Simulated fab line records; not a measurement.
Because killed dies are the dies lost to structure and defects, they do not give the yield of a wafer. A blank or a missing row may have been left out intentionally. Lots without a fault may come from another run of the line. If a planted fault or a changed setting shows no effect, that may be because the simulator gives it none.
Struck lot and sound lot, side by side    flow sky130    21 steps out of a route of 708
Sound: wafers L525.2, L525.3, L525.5. Struck: wafer L532.1; the same lot's L532.2 was not struck, so it is left out; see the end for the cause.
Each step with rows lists, per side, the tool, then ch with its chambers, then its first start. Under that, the readings that differ: sound wafers    struck wafers    difference of the means    sigmas: that difference in standard deviations of wafers without a fault.
alike: words and numbers the same on both sides, and readings whose means are apart by under 2 such deviations; not compared: readings that were withheld, readings missing a value for some wafer, numbers with overlapping values and no deviation given by the record, and bounds like >300 which may hide the same value.
The two part at a step that has a row with sigmas, a row that says differs or no value, or rows on one side only. Non-overlapping numbers with no deviation appear without sigmas and do not part them. Lack of a reading on every wafer of one side parts them only where that side has two or more wafers.

first, 1 step without rows for these wafers: SKY_RES_XHIGH_IMPLANT_07.
SKY_RES_XHIGH_STRIP_08: strips in O2/N2.
  sound on plasma asher-04 ch 1, day 27 03:13; struck on plasma asher-01 ch 0, day 29 19:29
reading                       sound              struck  difference  sigmas
drypump motor current A (A)   6.2 6.2 6.2        5.1     -1.1        -2
strip time to endpoint s (s)  14.25 14.21 14.21  14.32   +0.10       +2
  alike: oes product au
  not compared: rf hours counter h
SKY_RES_XHIGH_TW_MEAS_09:
  sound on film metro-02, day 27 03:19; struck on film metro-02, day 29 19:35
  alike: RES_XHIGH_TW
then, 7 steps without rows for these wafers: SKY_SD_N_DEHYDRATE_00 (time 60 s); SKY_SD_N_HMDS_01 (prime time 60 s); SKY_SD_N_COAT_02 (resist thk 1140 nm); SKY_SD_N_SOFTBAKE_03 (time 60 s); SKY_SD_N_EXPOSE_04 (exposes mask NSDM, target cd 380 nm); SKY_SD_N_PEB_05; SKY_SD_N_DEVELOP_06 (develop time 60 s).
SKY_SD_N_CD_MEAS_07 targets a cd of 380 nm.
  sound on cd sem-02, day 28 08:09; struck on cd sem-02, day 30 22:54
  alike: cd nm
SKY_SD_N_OVL_MEAS_08:
  sound on overlay-01, day 28 08:15; struck on overlay-01, day 30 23:01
  alike: SD_N_OVL
SKY_SD_N_IMPLANT_09:
  sound on implanter-01 ch 0, day 28 08:19; struck on implanter-03 ch 0, day 30 23:03
reading             sound              struck  difference  sigmas
faraday current uA  11631 11396 11484  15558   +4054       +4
next, for these wafers, 1 step has no rows: SKY_SD_N_IMPLANT_10.
SKY_SD_N_STRIP_11: strips in O2/N2.
  sound on plasma asher-01 ch 0,1, day 28 08:35; struck on plasma asher-01 ch 0, day 30 23:21
reading                       sound              struck  difference  sigmas
strip time to endpoint s (s)  22.62 22.56 22.61  22.03   -0.57       -12
  alike: drypump motor current A, oes product au
  not compared: rf hours counter h
SKY_SD_N_TW_MEAS_12:
  sound on film metro-03, day 28 08:41; struck on film metro-02, day 30 23:28
  alike: SD_N_TW
then, 1 step without rows for these wafers: SKY_SD_N_CLEAN_13 (cleans in SC1/SC2, time 150 s).
SKY_SD_N_RTA_14: time 2 s.
  sound on rtp anneal-01 ch 0, day 28 08:48; struck on rtp anneal-02 ch 0, day 30 23:35
  alike: lamp power pct, wafer_temp_C_max
SKY_SD_N_RS_MEAS_16: a four-point-probe measurement.
  sound on film metro-01, day 28 08:59; struck on film metro-03, day 30 23:45
reading           sound              struck  difference  sigmas
SD_N_RS (ohm/sq)  68.47 68.57 68.46  70.13   +1.63       +15
SKY_SD_N_RS_MEAS_17: a four-point-probe measurement.
  sound on film metro-01, day 28 09:06; struck on film metro-03, day 30 23:52
  alike: SD_P_RS
-- here the record skips 17 days between the struck wafers' starts before and after, leaving off in module SD_N and picking up in module PAD_OPEN (first step shown: number 708 of the route) --
SKY_PAD_OPEN_PROBE_99:
  sound on prober-01, day 46 05:03; struck on prober-01, day 48 02:21
reading                             sound              struck  difference  sigmas
killed at other                     0 0 0              1       +1          +2
model.etest.res ndiff.line ohm um   772.8 786.5 770.6  804.5   +27.9       
model.etest.licon ndiff.rc ohm      184.1 188 182.7    189.3   +4.4        
model.etest.res ndiff hv.rs ohm sq  116.7 117.2 116.8  119.8   +2.9        
model.etest.res ndiff.rs ohm sq     123.7 122.8 123.1  126.1   +2.9        
  alike: killed_at_M0_to_M3, killed_at_M4_up, killed at contacts, killed at front end, killed dies, killed open, killed short

## WHERE THEY PART
Earliest at SKY_RES_XHIGH_STRIP_08; latest, in this record, at SKY_PAD_OPEN_PROBE_99.

WHY: the cause the simulator had injected
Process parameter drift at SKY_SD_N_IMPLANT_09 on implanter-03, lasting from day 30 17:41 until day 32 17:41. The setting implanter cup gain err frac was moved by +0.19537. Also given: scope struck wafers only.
